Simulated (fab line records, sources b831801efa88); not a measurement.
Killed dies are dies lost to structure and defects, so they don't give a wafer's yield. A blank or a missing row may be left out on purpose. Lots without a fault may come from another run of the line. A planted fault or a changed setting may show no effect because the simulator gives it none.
fab line records | flow sky130
record lots=13 wafers=39 last_day=50
route steps=708 shown LDD_N@244 LDD_P@263 LDD_HVP@287 PAD_OPEN@708
lots that met no fault: from a run of the same line without faults
start_h: hours from the record's first day to the start of the lot's first wafer shown | wait_h: hours since the lot's step before | " the same as in the row above | L1.1+2: a row that stands for several wafers | - no value, or no start given | * or withheld: withheld | < > ~ a bound
route shown NAME@n: a module of which the file shows steps, and the number in the route of the first | usual: mean/standard deviation of fault-free wafers | same: alike in all rows | chamber/n: place in a boat | sites: the reading at each site | _std_site: their standard deviation | _edge_site: outer sites' mean less inner sites' | radius_mm: how far each site lies from the wafer's centre | mask NAME#n: copy n | behind: the tool/chamber that last shaped the wafer | hold: why the lot was held/for how many hours/how that ended | device: the transistor (n, p or np) that didn't switch | end of line: the same wafers' tests at the end of the route | a step without rows: its recipe alone | killed: dies lost to structure and defects at the first sort, not the wafer's yield | map: a wafer's dies, x killed, . not, _ none there
set.NAME: the setting as run; set.NAME@STEP: as run at that earlier step | model.NAME: the simulator's own value behind a step, which no gauge read
steps of the route over a sample of lots; a table a step, a row a wafer
services: from which hour (start_h, from the record's first day; less than 0 if before it) a tool's chamber was out of use, for how many hours, and why
## steps
# step SKY_LDD_N_OVL_MEAS_07
# usual LDD_N_OVL=-0.5/1.4
# columns lot.wafer tool chamber start_h wait_h LDD_N_OVL[nm]
L282.1 overlay-02 - 428.52 0.1 -1.6
L282.3 " - " " -1.2
L282.4 " - " " -0.6
L284.4 overlay-01 - 428.97 0.1 2.4
L284.5 " - " " 1.8
L284.6 " - " " 1.4
L287.1 overlay-02 - 481.40 0.1 0.0
L287.2 " - " " -1.7
L287.4 " - " " -1.3
L286.1 overlay-02 - 481.52 0.1 -1.3
L286.2 " - " " -2.8
L286.3 " - " " -3.5
L289.1 overlay-02 - 486.20 0.1 0.9
L289.4 " - " " 1.0
L289.6 " - " " 1.0
L291.2 overlay-02 - 495.67 0.1 0.1
L291.4 " - " " -1.0
L291.5 " - " " 0.0
L290.2 overlay-02 - 497.31 0.1 -0.1
L290.4 " - " " 0.1
L290.6 " - " " 1.8
L292.1 overlay-02 - 501.72 0.1 -0.1
L292.2 " - " " 0.9
L292.3 " - " " 0.3
L293.3 overlay-02 - 504.72 0.1 -1.6
L293.5 " - " " -1.5
L293.6 " - " " -2.5
L296.2 overlay-01 - 534.02 0.1 0.2
L296.3 " - " " 0.2
L296.4 " - " " -0.9
L297.1 overlay-01 - 548.16 0.1 -0.7
L297.2 " - " " -0.2
L297.5 " - " " -0.1
L303.1 overlay-01 - 596.91 0.1 -0.2
L303.3 " - " " -2.0
L303.6 " - " " -0.5
L304.2 overlay-01 - 602.46 0.1 -0.8
L304.4 " - " " 0.6
L304.6 " - " " -0.7
# step SKY_LDD_P_OVL_MEAS_08
# usual LDD_P_OVL=0.9/1.3
# columns lot.wafer tool chamber start_h wait_h LDD_P_OVL[nm]
L282.1 overlay-02 - 460.33 0.1 1.2
L282.3 " - " " 0.8
L282.4 " - " " 2.3
L284.4 overlay-01 - 461.10 0.1 3.0
L284.5 " - " " 1.7
L284.6 " - " " 1.7
L287.1 overlay-01 - 513.27 0.1 -0.4
L287.2 " - " " 1.1
L287.4 " - " " -0.8
L286.1 overlay-02 - 514.04 0.1 0.7
L286.2 " - " " -0.6
L286.3 " - " " 0.9
L289.1 overlay-02 - 517.67 0.1 -0.8
L289.4 " - " " -0.7
L289.6 " - " " 0.0
L291.2 overlay-02 - 527.49 0.1 1.5
L291.4 " - " " 0.8
L291.5 " - " " 1.8
L290.2 overlay-02 - 529.54 0.1 0.4
L290.4 " - " " 1.1
L290.6 " - " " 0.7
L292.1 overlay-02 - 533.37 0.1 0.1
L292.2 " - " " 1.1
L292.3 " - " " -0.9
L293.3 overlay-02 - 535.95 0.1 1.8
L293.5 " - " " 0.3
L293.6 " - " " -0.3
L296.2 overlay-01 - 564.19 0.1 3.3
L296.3 " - " " 2.2
L296.4 " - " " 2.2
L297.1 overlay-02 - 579.52 0.1 -0.1
L297.2 " - " " 1.6
L297.5 " - " " 1.0
L303.1 overlay-01 - 626.88 0.1 1.8
L303.3 " - " " 2.0
L303.6 " - " " 2.0
L304.2 overlay-01 - 632.79 0.1 2.2
L304.4 " - " " 2.5
L304.6 " - " " 2.2
# step SKY_LDD_P_IMPLANT_09
# recipe species=BF2 energy_kev=24.5 dose_cm2=1e+13 tilt_deg=withheld
# columns lot.wafer tool chamber start_h wait_h
L282.1+3+4 implanter-04 0 460.37 0.0
L284.4+5+6 implanter-04 0 461.20 0.1
L287.1+2+4 implanter-02 0 513.32 0.0
L286.1+2+3 implanter-04 0 514.07 0.0
L289.1+4+6 implanter-02 0 517.71 0.0
L291.2+4+5 implanter-04 0 527.55 0.0
L290.2+4+6 implanter-02 0 529.59 0.0
L290.2+4+6 implanter-02 0 529.91 0.3
L292.1+2+3 implanter-02 0 533.41 0.0
L293.3+5+6 implanter-03 0 536.02 0.1
L293.3+5+6 implanter-03 0 536.34 0.3
L296.2+3+4 implanter-03 0 564.24 0.0
L297.1+2+5 implanter-02 0 579.56 0.0
L303.1+3+6 implanter-02 0 626.92 0.0
L304.2+4+6 implanter-03 0 632.85 0.0
# step SKY_LDD_P_TW_MEAS_11
# usual LDD_P_TW=634/3.8
# columns lot.wafer tool chamber start_h wait_h LDD_P_TW
L282.1 film_metro-04 - 460.62 0.1 635
L282.3 " - " " 631
L282.4 " - " " 630
L284.4 film_metro-04 - 461.40 0.1 629
L284.5 " - " " 631
L284.6 " - " " 627
L287.1 film_metro-03 - 513.57 0.1 639
L287.2 " - " " 640
L287.4 " - " " 641
L286.1 film_metro-01 - 514.32 0.1 636
L286.2 " - " " 634
L286.3 " - " " 638
L289.1 film_metro-01 - 517.96 0.1 633
L289.4 " - " " 633
L289.6 " - " " 636
L291.2 film_metro-03 - 527.78 0.1 641
L291.4 " - " " 639
L291.5 " - " " 640
L290.2 film_metro-04 - 530.15 0.1 785
L290.4 " - " " 784
L290.6 " - " " 785
L290.2 film_metro-04 - 530.47 0.3 788
L290.4 " - " " 786
L290.6 " - " " 786
L292.1 film_metro-04 - 533.66 0.1 631
L292.2 " - " " 627
L292.3 " - " " 629
L293.3 film_metro-04 - 536.60 0.1 781
L293.5 " - " " 781
L293.6 " - " " 782
L293.3 film_metro-04 - 536.88 0.3 785
L293.5 " - " " 785
L293.6 " - " " 787
L296.2 film_metro-01 - 564.48 0.1 633
L296.3 " - " " 629
L296.4 " - " " 630
L297.1 film_metro-03 - 579.81 0.1 640
L297.2 " - " " 641
L297.5 " - " " 636
L303.1 film_metro-01 - 627.17 0.1 637
L303.3 " - " " 640
L303.6 " - " " 638
L304.2 film_metro-03 - 633.08 0.1 634
L304.4 " - " " 637
L304.6 " - " " 639
# step SKY_LDD_HVP_STRIP_09
# recipe chemistry=O2/N2 power_w=1400 pressure_mtorr=1500 platen_temp_c=withheld o2_flow_sccm=3000 n2_flow_sccm=300 overash_fraction=0.5
# usual drypump_motor_current_A=5.72/0.26 oes_product_au=0.408/0.0045 strip_time_to_endpoint_s=4.141/0.016
# columns lot.wafer tool chamber start_h wait_h drypump_motor_current_A oes_product_au rf_hours_counter_h strip_time_to_endpoint_s
L282.1 plasma_asher-02 1 523.26 0.1 5.83 0.412 86 4.125
L282.3 " 1 " " 5.82 0.412 - 4.112
L282.4 " 0 " " 5.60 0.412 - 4.140
L284.4 plasma_asher-03 0 523.98 0.1 5.69 0.413 - 4.168
L284.5 " 1 " " 5.42 0.408 - 4.154
L284.6 " 0 " " 5.67 0.401 - 4.146
L287.1 plasma_asher-04 0 574.71 0.1 5.59 0.405 15 4.132
L287.2 " 1 " " 6.20 0.416 15 4.153
L287.4 " 1 " " 6.20 0.406 - 4.151
L286.1 plasma_asher-04 1 575.91 0.1 6.17 0.409 15 4.137
L286.2 " 0 " " 5.61 0.414 15 4.141
L286.3 " 0 " " 5.62 0.405 - 4.130
L289.1 plasma_asher-04 1 577.56 0.1 6.14 0.406 16 4.155
L289.4 " 1 " " 6.16 0.405 - 4.139
L289.6 " 0 " " 5.58 0.412 - 4.165
L291.2 plasma_asher-04 0 588.05 0.1 5.59 0.414 16 4.143
L291.4 " 0 " " 5.58 0.408 - 4.140
L291.5 " 0 " " 5.59 0.410 - 4.140
L290.2 plasma_asher-03 1 589.90 0.1 5.41 0.407 75 4.129
L290.4 " 1 " " 5.42 0.411 - 4.148
L290.6 " 1 " " 5.42 0.410 - 4.155
L292.1 plasma_asher-03 0 592.40 0.1 5.66 0.409 75 4.142
L292.2 " 1 " " 5.43 0.408 75 4.132
L292.3 " 1 " " 5.44 0.412 - 4.152
L293.3 plasma_asher-02 0 594.99 0.1 5.60 0.406 - 4.148
L293.5 " 1 " " 5.81 0.405 - 4.166
L293.6 " 0 " " 5.63 0.400 - 4.136
L296.2 plasma_asher-02 0 621.10 0.1 5.64 0.402 96 4.152
L296.3 " 1 " " 5.78 0.412 - 4.167
L296.4 " 0 " " 5.62 0.411 - 4.130
L297.1 plasma_asher-03 0 637.50 0.1 5.65 0.401 80 4.123
L297.2 " 1 " " 5.42 0.404 80 4.126
L297.5 " 1 " " 5.43 0.402 - 4.128
L303.1 plasma_asher-03 0 685.60 0.1 5.65 0.400 85 4.106
L303.3 " 0 " " 5.66 0.414 - 4.135
L303.6 " 1 " " 5.43 0.404 - 4.130
L304.2 plasma_asher-03 1 690.80 0.1 5.42 0.405 85 4.126
L304.4 " 0 " " 5.65 0.420 - 4.112
L304.6 " 0 " " 5.65 0.411 - 4.114
# step SKY_PAD_OPEN_PROBE_99
# usual killed_at_M0_to_M3=43/7.5 killed_at_M4_up=3.0/1.6 killed_at_contacts=23/5.8 killed_at_front_end=14/4.8 killed_at_other=0.3/0.52 killed_dies=84/9.1 killed_open=47/7.2 killed_short=37/5.8
# same gross_dies=492 killed_at_back_side=0
# columns lot.wafer tool chamber start_h wait_h killed_at_M0_to_M3 killed_at_M4_up killed_at_contacts killed_at_front_end killed_at_other killed_dies killed_open killed_short
L291.2 prober-01 - 1140.14 0.1 36 5 25 21 1 88 52 36
L291.4 prober-01 - 1140.24 0.2 45 3 29 19 1 97 56 41
L291.5 prober-01 - 1140.29 0.2 29 5 30 29 1 94 58 36
L290.2 prober-02 - 1143.68 0.1 49 5 20 17 0 91 48 43
L290.4 prober-02 - 1143.78 0.2 44 3 24 6 0 77 44 33
L290.6 prober-02 - 1143.88 0.2 49 2 26 11 0 88 46 42
L296.2 prober-01 - 1160.55 0.1 48 3 21 11 0 83 35 48
L296.3 prober-01 - 1160.60 0.2 51 4 15 7 0 77 48 29
L296.4 prober-01 - 1160.65 0.2 30 3 26 13 0 72 41 31
# killed by level:class
L291.2 LI_CONTACT:geometric_particle:open=11 VIA2:geometric_particle:open=8 VIA1:geometric_particle:open=6 VIA3:geometric_particle:open=6 FIELD_ISO:geometric_particle:open=5 POLY_GATE:geometric_particle:open=5 METAL1:geometric_particle:short=5 FIELD_ISO:geometric_particle:short=4
L291.4 CONTACT:geometric_particle:open=11 LI_CONTACT:geometric_particle:open=9 METAL2:geometric_particle:short=9 VIA2:geometric_particle:open=9 FIELD_ISO:geometric_particle:open=8 METAL1:geometric_particle:short=8 VIA1:geometric_particle:open=6 POLY_GATE:geometric_particle:short=3
L291.5 LI_CONTACT:geometric_particle:open=11 POLY_GATE:geometric_particle:open=8 VIA1:geometric_particle:open=8 CONTACT:geometric_particle:open=7 FIELD_ISO:geometric_particle:open=6 CONTACT:geometric_particle:short=6 VIA3:geometric_particle:open=5 POLY_GATE:geometric_particle:short=4
L290.2 VIA2:geometric_particle:open=11 LI_CONTACT:geometric_particle:open=8 METAL2:geometric_particle:short=7 VIA3:geometric_particle:open=7 LOCAL_INTERCONNECT:geometric_particle:short=6 FIELD_ISO:geometric_particle:open=5 VIA2:geometric_particle:short=5 FIELD_ISO:geometric_particle:short=4
L290.4 LI_CONTACT:geometric_particle:open=11 VIA1:geometric_particle:open=10 VIA2:geometric_particle:open=8 CONTACT:geometric_particle:open=7 METAL1:geometric_particle:short=6 METAL2:geometric_particle:short=6 VIA3:geometric_particle:open=4 FIELD_ISO:geometric_particle:short=3
L290.6 VIA2:geometric_particle:open=9 CONTACT:geometric_particle:open=8 LI_CONTACT:geometric_particle:open=7 VIA1:geometric_particle:open=7 VIA1:geometric_particle:short=7 VIA3:geometric_particle:open=7 METAL1:geometric_particle:short=6 VIA2:geometric_particle:short=5
L296.2 METAL1:geometric_particle:short=9 VIA1:geometric_particle:open=9 CONTACT:geometric_particle:short=7 VIA1:geometric_particle:short=7 LOCAL_INTERCONNECT:geometric_particle:short=6 CONTACT:geometric_particle:open=6 METAL2:geometric_particle:short=6 VIA3:geometric_particle:open=4
L296.3 VIA1:geometric_particle:open=16 VIA2:geometric_particle:open=7 LI_CONTACT:geometric_particle:open=7 VIA3:geometric_particle:open=7 METAL2:geometric_particle:short=6 CONTACT:geometric_particle:open=5 VIA1:geometric_particle:short=5 FIELD_ISO:geometric_particle:short=4
L296.4 CONTACT:geometric_particle:open=10 LI_CONTACT:geometric_particle:open=9 VIA1:geometric_particle:open=7 METAL2:geometric_particle:short=7 FIELD_ISO:geometric_particle:open=6 METAL1:geometric_particle:short=4 METAL4:geometric_particle:short=3 LI_CONTACT:geometric_particle:short=3
## services
# columns tool chamber start_h hours kind
plasma_asher-03 - 490.70 1.2 repair
implanter-03 - 490.99 6.1 repair
implanter-03 - 498.93 2.4 repair
plasma_asher-03 - 551.24 1.0 repair
implanter-02 - 562.60 0.7 repair
implanter-03 - 574.94 3.9 pm
plasma_asher-02 - 614.75 4.3 pm
implanter-03 - 626.17 2.4 repair
implanter-04 - 629.79 3.8 pm
implanter-04 - 646.13 2.7 repair
implanter-02 - 647.66 1.4 repair
plasma_asher-03 - 649.23 1.9 repair
plasma_asher-04 - 684.14 0.4 repair
## key
first_sign step=SKY_LDD_P_IMPLANT_09 reading=visit direction=added
effect step=SKY_LDD_P_TW_MEAS_11 reading=visit direction=added
effect step=SKY_LDD_P_TW_MEAS_11 reading=LDD_P_TW direction=up sigmas=39 usual=634 struck=783
met_at SKY_LDD_P_IMPLANT_09
struck_lots L290,L293
tester_left_out L290,L293
not_acting_at SKY_LDD_N_OVL_MEAS_07,SKY_LDD_P_OVL_MEAS_08,SKY_LDD_HVP_STRIP_09
fault kind=repeated_step_whole tool=implanter-02,implanter-03,implanter-04 chamber=- onset_h=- steps=SKY_LDD_P_IMPLANT_09 times=1 scope=struck_lots_only
# tester_left_out: of these lots the tester's yield and bins aren't shown, on N5 and GAA mostly nor the transistor test; their killed dies are dies lost to structure and defects alone, not to doping, threshold or leakage, so they don't give the yield
